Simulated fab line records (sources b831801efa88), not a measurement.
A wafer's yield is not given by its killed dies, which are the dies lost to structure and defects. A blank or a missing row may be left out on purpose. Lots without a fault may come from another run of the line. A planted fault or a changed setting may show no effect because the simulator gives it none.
Comparing a struck lot with a sound one :: flow gf180mcu :: 30 out of 602 route steps
Sound: the wafers L790.3, L790.4, L790.5. Struck: wafer L804.3. (L804.1, L804.5 of the same lot were not struck and are left out.) The cause comes at the end.
At each step with rows: each side's tool, then ch and its chambers, then its first start. Under that, the readings that differ: sound wafers :: struck wafers :: difference of the means :: sigmas: that difference in standard deviations of wafers without a fault.
alike: readings with means less than 2 such deviations apart, plus words and numbers identical on both sides. not compared: withheld readings, readings lacking a value on some wafer, bounds such as >300 that could conceal the same value, and numbers that have no deviation in the record and whose values overlap.
The two part at a step that has a row with sigmas, a row that says differs or no value, or rows on one side only. Numbers that have no deviation but don't overlap get no sigmas and don't part them. A reading missing from all wafers of one side parts the sides only when that side holds two or more wafers.

first, 3 steps without rows for these wafers: GF_PSD_EXPOSE_04 (exposes mask Pplus, target cd 400 nm); GF_PSD_PEB_05; GF_PSD_DEVELOP_06 (develop time 60 s).
GF_PSD_CD_MEAS_07: the cd target is 400 nm.
  sound on cd_sem-02 at day 15 06:53; struck on cd_sem-02 at day 20 09:44
  alike: cd_nm
GF_PSD_OVL_MEAS_08:
  sound on overlay-02 at day 15 06:58; struck on overlay-02 at day 20 09:51
  alike: PSD_OVL
following that, these wafers have no rows for 1 step: GF_PSD_IMPLANT_09.
GF_PSD_STRIP_10: strips in O2/N2.
  sound on plasma_asher-03 ch 0,1, day 15 07:11; struck on plasma_asher-01 ch 0, day 20 10:02
reading: strip_time_to_endpoint_s (s)
sound: 16.59 16.58 16.58
struck: 16.47
difference: -0.11
sigmas: -3
  alike: chamber_pressure_mTorr, drypump_motor_current_A, heater_power_w, oes_product_au
  not compared: rf_hours_counter_h
GF_PSD_TW_MEAS_11:
  sound on film_metro-01 at day 15 07:16; struck on film_metro-03 at day 20 10:08
  alike: PSD_TW
then, 1 step without rows for these wafers: GF_PSD_CLEAN_12 (cleans in SC1/SC2, time 150 s).
GF_PSD_RTA_13: time 20 s.
  sound on rtp_anneal-01 ch 0, day 15 07:23; struck on rtp_anneal-02 ch 0, day 20 10:15
reading: lamp_power_pct (%)
sound: 34.1 34.1 34.2
struck: 32.8
difference: -1.3
sigmas: -2
  alike: anneal_temp_c_max, wafer_temp_C_max
GF_PSD_RS_MEAS_14: measurement is done with a four-point probe.
  sound on film_metro-03 at day 15 07:29; struck on film_metro-03 at day 20 10:20
  alike: NSD_RS
GF_PSD_RS_MEAS_15: measurement is done with a four-point probe.
  sound on film_metro-03 at day 15 07:36; struck on film_metro-03 at day 20 10:28
reading: PSD_RS (ohm/sq)
sound: 109.36 109.12 109.02
struck: 108.52
difference: -0.65
sigmas: -2
GF_SAB_CVD_00: deposits SiO2 from TEOS, target thk 50 nm, time 4.9302 s.
  sound on pecvd-03 ch 0,1, day 15 07:41; struck on pecvd-04 ch 0, day 20 10:35
reading: model.SiO2_of_SAB_CVD_00.thk_nm (nm)
sound: 49.4 49.74 49.46
struck: 36.82
difference: -12.71
sigmas: 
  alike: heater_power_outer_w, heater_power_w
GF_SAB_THK_MEAS_01:
  sound on film_metro-03 at day 15 07:43; struck on film_metro-01 at day 20 10:36
reading: SAB_CVD_00_THK (nm)
sound: 49.4 49.7 49.5
struck: 36.8
difference: -12.7
sigmas: -19
then, 7 steps without rows for these wafers: GF_SAB_DEHYDRATE_02 (time 60 s); GF_SAB_HMDS_03 (prime time 60 s); GF_SAB_COAT_04 (resist thk 1000 nm); GF_SAB_SOFTBAKE_05 (time 60 s); GF_SAB_EXPOSE_06 (exposes mask SAB, target cd 420 nm); GF_SAB_PEB_07; GF_SAB_DEVELOP_08 (develop time 60 s).
GF_SAB_CD_MEAS_09: the cd target is 420 nm.
  sound on cd_sem-01 at day 16 04:42; struck on cd_sem-02 at day 21 11:04
  alike: cd_nm
GF_SAB_OVL_MEAS_10:
  sound on overlay-01 at day 16 04:48; struck on overlay-01 at day 21 11:11
  alike: SAB_OVL
GF_SAB_ETCH_11: etches SiO2 in C4F8/O2/Ar, target depth 55 nm, time 8.5 s.
  sound on rie_diel-01 ch 1,2,3, day 16 04:49; struck on rie_diel-01 ch 3, day 21 11:13
  alike: chamber_pressure_mTorr, oes_product_au
  not compared: rf_hours_counter_h
then, 1 step without rows for these wafers: GF_SAB_WET_ETCH_12 (etches SiO2 in dHF, target depth 22 nm, time 440 s).
GF_SAB_STRIP_13: strips in O2/N2.
  sound on plasma_asher-04 ch 0,1, day 16 05:01; struck on plasma_asher-01 ch 1, day 21 11:23
  alike: chamber_pressure_mTorr, drypump_motor_current_A, heater_power_w, oes_product_au, strip_time_to_endpoint_s
  not compared: rf_hours_counter_h
then, 1 step without rows for these wafers: GF_SALICIDE_CLEAN_00 (cleans in SC1/SC2, time 150 s).
GF_SALICIDE_WET_ETCH_01: etches SiO2 in dHF, target depth 5 nm, time 100 s.
  sound on wet_bench-03 ch 0, day 16 05:11; struck on wet_bench-03 ch 2, day 21 11:33
reading: model.SiO2_of_SAB_CVD_00.thk_nm (nm)
sound: 38.56 39.01 38.7
struck: 26.19
difference: -12.57
sigmas: 
GF_SALICIDE_SPUTTER_02: material Co, target thk 10 nm, time 20 s.
  sound on pvd_sputter-04 at day 16 05:16; struck on pvd_sputter-03 at day 21 11:35
  alike: throttle_valve_pct
following that, these wafers have no rows for 1 step: GF_PASSIVATION_PROBE_99.

## WHERE THEY PART
Last at GF_SAB_THK_MEAS_01 as far as this record goes, first at GF_PSD_STRIP_10. Later steps at which nothing parts them and some readings are alike: GF_SAB_CD_MEAS_09, GF_SAB_OVL_MEAS_10, GF_SAB_ETCH_11, GF_SAB_STRIP_13, GF_SALICIDE_SPUTTER_02.

WHY: what the simulator had put in
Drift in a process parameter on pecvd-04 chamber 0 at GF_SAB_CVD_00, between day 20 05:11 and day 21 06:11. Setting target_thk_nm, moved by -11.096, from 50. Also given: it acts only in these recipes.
